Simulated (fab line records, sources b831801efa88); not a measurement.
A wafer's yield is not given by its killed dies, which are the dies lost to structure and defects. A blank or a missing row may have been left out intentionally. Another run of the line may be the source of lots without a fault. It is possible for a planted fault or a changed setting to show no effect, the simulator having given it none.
Tool commonality check | flow gf180mcu | 11 lots and 39 wafers in the sample

REASON FOR OPENING
GF_PSD_RS_MEAS_14, reading NSD_RS: flagged on 2 of 11 lots. Wafers without a fault read 46.19 ohm/sq, standard deviation 0.084.
Rule: flag the lot when none of its wafers has a number, or when each of its wafers that has one lies beyond 4 standard deviations from that mean. The other lots count as sound.

lot  | measured     | on            | NSD_RS (ohm/sq), wafer by wafer     | flag
L846 | day 14 20:27 | film_metro-02 | 46.40 46.37 46.37                   |
L850 | day 16 07:53 | film_metro-03 | 45.35 45.29 45.19 45.37 45.31 45.18 | FLAGGED
L852 | day 17 04:10 | film_metro-03 | 46.21 46.17 46.29                   |
L854 | day 17 23:35 | film_metro-03 | 45.35 45.32 45.35 45.22 45.35 45.38 | FLAGGED
L861 | day 20 07:32 | film_metro-01 | 46.21 46.10 46.21                   |
L862 | day 20 15:02 | film_metro-02 | 46.10 46.31 46.26                   |
L863 | day 21 00:07 | film_metro-01 | 46.28 46.22 46.20                   |
L864 | day 21 09:50 | film_metro-02 | 46.17 46.16 46.28                   |
L865 | day 21 11:19 | film_metro-02 | 46.20 46.09 46.22                   |
L866 | day 21 19:16 | film_metro-02 | 46.26 46.10 46.22                   |
L867 | day 22 06:55 | film_metro-03 | 46.10 46.11 46.02                   |
Average over the flagged lots: 45.30 ohm/sq; offset from the usual -0.88 ohm/sq, equal to -11 standard deviations.

EACH LOT AND THE TOOL IT RAN ON
The record holds 2 process steps before the reading, out of a route of 602 steps. Cell contents, in order: the tool; ch with the chambers the sampled wafers went through; the start.
lot  | flag    | GF_NSD_IMPLANT_09               | GF_NSD_STRIP_11
L846 |         | implanter-04 ch 0, day 13 23:15 | plasma_asher-02 ch 0,1, day 13 23:32
L850 | FLAGGED | implanter-03 ch 0, day 15 09:06 | plasma_asher-04 ch 0,1, day 15 09:23
L852 |         | implanter-04 ch 0, day 16 04:58 | plasma_asher-04 ch 0,1, day 16 05:15
L854 | FLAGGED | implanter-03 ch 0, day 16 23:56 | plasma_asher-03 ch 0,1, day 17 00:14
L861 |         | implanter-01 ch 0, day 19 06:17 | plasma_asher-03 ch 0,1, day 19 06:34
L862 |         | implanter-03 ch 0, day 19 13:48 | plasma_asher-03 ch 0,1, day 19 14:05
L863 |         | implanter-04 ch 0, day 19 23:28 | plasma_asher-02 ch 0,1, day 19 23:45
L864 |         | implanter-01 ch 0, day 20 08:40 | plasma_asher-04 ch 0,1, day 20 08:56
L865 |         | implanter-03 ch 0, day 20 10:34 | plasma_asher-03 ch 0,1, day 20 10:52
L866 |         | implanter-03 ch 0, day 20 18:31 | plasma_asher-03 ch 0,1, day 20 18:49
L867 |         | implanter-04 ch 0, day 21 06:15 | plasma_asher-03 ch 0,1, day 21 06:32
What is done by these steps:
- GF_NSD_IMPLANT_09
- GF_NSD_STRIP_11: strips in O2/N2.
- GF_PSD_RS_MEAS_14: measures by four-point-probe.

FLAGGED OVER TOTAL, TOOL BY TOOL (the gauges that took the reading come last)
step              | tool            | lots run | flagged | share of the flagged lots | sound lots run after its first flagged lot
GF_NSD_IMPLANT_09 | implanter-01    | 2        | 0       | none                      | -
GF_NSD_IMPLANT_09 | implanter-03    | 5        | 2       | all                       | 3 (L862,L865,L866)
GF_NSD_IMPLANT_09 | implanter-04    | 4        | 0       | none                      | -
GF_NSD_STRIP_11   | plasma_asher-02 | 2        | 0       | none                      | -
GF_NSD_STRIP_11   | plasma_asher-03 | 6        | 1       | some                      | 5 (L861,L862,L865,L866,L867)
GF_NSD_STRIP_11   | plasma_asher-04 | 3        | 1       | some                      | 2 (L852,L864)
GF_PSD_RS_MEAS_14 | film_metro-01   | 2        | 0       | none                      | -
GF_PSD_RS_MEAS_14 | film_metro-02   | 5        | 0       | none                      | -
GF_PSD_RS_MEAS_14 | film_metro-03   | 4        | 2       | all                       | 2 (L852,L867)

THE TABLE: WHAT IT ALLOWS
2 rows of the table ran every flagged lot: implanter-03 at GF_NSD_IMPLANT_09, film_metro-03 at GF_PSD_RS_MEAS_14.
- implanter-03 at GF_NSD_IMPLANT_09 ran 5 lots, 2 of them flagged. After the first flagged lot (L862, L865, L866), sound lots still ran on it; a lasting fault on the whole tool would not permit that. Its own readings (beam_energy_keV) fall more than 4 standard deviations out on all wafers of the flagged lots.
- film_metro-03 at GF_PSD_RS_MEAS_14 ran 4 lots, 2 of them flagged. After the first flagged lot (L852, L867), sound lots still ran on it; a lasting fault on the whole tool would not permit that.
None of the table's rows ran every flagged lot and, after the first, no sound lot.

WHAT THE SIMULATOR PUT IN
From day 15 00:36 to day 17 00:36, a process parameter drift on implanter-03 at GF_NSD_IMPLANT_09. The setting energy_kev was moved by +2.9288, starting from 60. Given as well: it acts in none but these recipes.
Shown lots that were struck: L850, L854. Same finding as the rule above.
